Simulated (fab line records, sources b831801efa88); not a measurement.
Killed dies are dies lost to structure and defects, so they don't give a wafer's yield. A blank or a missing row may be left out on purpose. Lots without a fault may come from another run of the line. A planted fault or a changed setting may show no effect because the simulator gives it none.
One fault seen from 2 desks | flow sky130 | each desk has only its own numbers; what lay behind them comes last

THE TOOL OWNER'S DESK: implanter-01
The tool's own readings at SKY_VT_ADJUST_HVTP_IMPLANT_09: means of the sampled wafers that have a number, for each lot that ran on this tool. A lot is out of limits, marked OUT, if its mean lies more than 4 standard deviations from the usual mean; the brackets give that distance.
Columns: A = beam_on_s at SKY_VT_ADJUST_HVTP_IMPLANT_09, usual 9.99 s; B = faraday_current_uA at SKY_VT_ADJUST_HVTP_IMPLANT_09, usual 24.3
lot  | first seen here | A     | B
L295 | day 6 06:27     | 9.90  | 24.5
L296 | day 6 10:42     | 9.97  | 24.3
L299 | day 7 12:35     | 10.52 | 23.1
L312 | day 10 18:03    | 9.86  | 24.6
L317 | day 12 04:41    | 10.06 | 24.1
This desk's finding: nothing out of limits on any of the 5 lots.

THE METROLOGY DESK
What the gauges read, lot by lot, whatever tool the lot ran on: means of the sampled wafers that have a number. A lot is out of limits, marked OUT, if its mean lies more than 4 standard deviations from the usual mean; the brackets give that distance.
Columns: A = VT_ADJUST_HVTP_TW at SKY_VT_ADJUST_HVTP_TW_MEAS_11, usual 1355
lot  | first seen here | A
L294 | day 5 22:23     | 1357
L295 | day 6 06:42     | 1362
L296 | day 6 10:57     | 1345
L297 | day 7 01:02     | 1363
L299 | day 7 12:50     | 1382
L301 | day 7 23:04     | 1354
L308 | day 9 17:14     | 1372
L311 | day 10 14:59    | 1360
L312 | day 10 18:18    | 1345
L313 | day 11 07:44    | 1365
L315 | day 11 19:05    | 1352
L317 | day 12 04:55    | 1347
This desk's finding: nothing out of limits on any of the 12 lots.

PUT TOGETHER
The tool owner's desk saw nothing out of limits.
The metrology desk saw nothing out of limits.

WHAT THE SIMULATOR HAD PUT IN
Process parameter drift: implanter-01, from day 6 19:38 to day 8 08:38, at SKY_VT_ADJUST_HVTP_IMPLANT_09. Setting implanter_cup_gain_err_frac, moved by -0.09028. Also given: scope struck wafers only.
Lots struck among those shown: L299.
